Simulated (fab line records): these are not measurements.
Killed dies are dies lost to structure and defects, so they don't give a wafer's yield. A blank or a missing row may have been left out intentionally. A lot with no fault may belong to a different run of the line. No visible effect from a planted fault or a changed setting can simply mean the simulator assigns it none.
Comparing a struck lot with a sound one | flow sky130 | 27 steps out of a route of 708
Sound: the wafers L723.1, L723.4, L723.6. Wafers struck: L726.3, L726.5, L726.6. The cause is given at the end.
Order at every step that has rows: each side's tool, ch and its chambers, its first start. Under that, the readings that differ: sound wafers | struck wafers | difference of the means | sigmas: that difference in standard deviations of wafers without a fault.
alike: words and numbers the same on both sides, and readings whose means are apart by under 2 such deviations; not compared: readings that were withheld, readings missing a value for some wafer, numbers with overlapping values and no deviation given by the record, and bounds like >300 which may hide the same value.
Wherever a step has rows on one side only, a row that says differs or no value, or a row with sigmas, the two part there. Non-overlapping numbers with no deviation appear without sigmas and do not part them. Lack of a reading on every wafer of one side parts them only where that side has two or more wafers.

first, 5 steps without rows for these wafers: SKY_GATE_OXIDE_COAT_05 (resist thk 1140 nm); SKY_GATE_OXIDE_SOFTBAKE_06 (time 60 s); SKY_GATE_OXIDE_EXPOSE_07 (exposes mask LVOM, target cd 600 nm); SKY_GATE_OXIDE_PEB_08; SKY_GATE_OXIDE_DEVELOP_09 (develop time 60 s).
SKY_GATE_OXIDE_OVL_MEAS_10:
  struck on overlay-02, day 17 22:34; sound on overlay-01, day 17 02:31
  alike: GATE_OXIDE_OVL
then, 2 steps without rows for these wafers: SKY_GATE_OXIDE_IMPLANT_11; SKY_GATE_OXIDE_WET_ETCH_12 (etches SiO2 in dHF, target depth 16.8 nm, time 336 s).
SKY_GATE_OXIDE_STRIP_13: strips in O2/N2.
  sound on plasma-asher-01 ch 0,1, day 17 02:49; struck on plasma-asher-04 ch 0,1, day 17 22:52
  alike: drypump-motor-current-A, oes-product-au, strip-time-to-endpoint-s
  not compared: rf-hours-counter-h
SKY_GATE_OXIDE_TW_MEAS_14:
  struck on film-metro-01, day 17 22:58; sound on film-metro-01, day 17 02:55
  alike: GATE_OXIDE_TW
then, 2 steps without rows for these wafers: SKY_GATE_OXIDE_CLEAN_15 (cleans in SC1/SC2, time 150 s); SKY_GATE_OXIDE_OXIDATION_16 (stabilise 600 s, purge 300 s, target thk 3.57 nm).
SKY_POLY_GATE_CVD_00: deposits poly-Si, target thk 180 nm, time 720 s.
  sound on lpcvd-01 ch 0, day 17 05:11; struck on lpcvd-01 ch 1, day 18 01:40
  reading                                       | sound             | struck            | difference | sigmas
  model.poly-Si_of_POLY_GATE_CVD_00.thk-nm (nm) | 180.5 178.8 180.2 | 189.1 188.8 188.3 | +8.9       |
  alike: spike-tc-top-C
SKY_POLY_GATE_THK_MEAS_01:
  struck on film-metro-02, day 18 02:53; sound on film-metro-04, day 17 06:23
  reading                   | sound             | struck            | difference | sigmas
  POLY_GATE_CVD_00_THK (nm) | 180.6 178.8 180.5 | 189.0 188.7 188.3 | +8.7       | +5
then, 8 steps without rows for these wafers: SKY_RES_PROTECT_DEHYDRATE_00 (time 60 s); SKY_RES_PROTECT_HMDS_01 (prime time 60 s); SKY_RES_PROTECT_COAT_02 (resist thk 1140 nm); SKY_RES_PROTECT_SOFTBAKE_03 (time 60 s); SKY_RES_PROTECT_EXPOSE_04 (exposes mask RPM, target cd 1270 nm); SKY_RES_PROTECT_PEB_05; SKY_RES_PROTECT_DEVELOP_06 (develop time 60 s); SKY_POLY_GATE_IMPLANT_02.
SKY_RES_PROTECT_STRIP_07: strips in O2/N2.
  sound on plasma-asher-04 ch 0,1, day 18 11:57; struck on plasma-asher-03 ch 0,1, day 19 09:28
  alike: drypump-motor-current-A, oes-product-au, strip-time-to-endpoint-s
  not compared: rf-hours-counter-h
SKY_RES_PROTECT_TW_MEAS_08:
  struck on film-metro-02, day 19 09:33; sound on film-metro-03, day 18 12:03
  alike: POLY_GATE_TW
SKY_RES_PROTECT_CLEAN_09: cleans in SC1/SC2, time 150 s.
  sound on wet-bench-04 ch 0, day 18 12:07; struck on wet-bench-01 ch 2, day 19 09:35
  reading                                       | sound             | struck            | difference | sigmas
  bath-heat-duty-pct (%)                        | 12.5 13.2 13.4    | 16.5 17.2 16.4    | +3.7       | +2
  model.poly-Si_of_POLY_GATE_CVD_00.thk-nm (nm) | 179.9 178.2 179.6 | 188.4 188.2 187.6 | +8.8       |
  alike: temp-c
then, 1 step without rows for these wafers: SKY_POLY_GATE_CVD_03 (deposits Si3N4 from DCS/NH3, target thk 75 nm, time 1290 s).
-- here the record skips 29 days between the struck wafers' starts before and after, leaving off in module POLY_GATE and picking up in module PAD_OPEN (first step shown: number 708 of the route) --
SKY_PAD_OPEN_PROBE_99:
  struck on prober-01, day 48 15:48; sound on prober-02, day 47 21:52
  reading                        | sound             | struck           | difference | sigmas
  killed-at-contacts             | 31 39 32          | 24 20 25         | -11        | -2
  model.etest.res-poly.rs-ohm-sq | 48.05 48.73 48.12 | 46.72 45.6 46.55 | -2.01      |
  alike: killed_at_M0_to_M3, killed_at_M4_up, killed-at-front-end, killed-at-other, killed-dies, killed-open, killed-short

WHERE THEY PART
Earliest at SKY_POLY_GATE_THK_MEAS_01; latest, in this record, at SKY_PAD_OPEN_PROBE_99.

WHY: whatever the simulator had introduced
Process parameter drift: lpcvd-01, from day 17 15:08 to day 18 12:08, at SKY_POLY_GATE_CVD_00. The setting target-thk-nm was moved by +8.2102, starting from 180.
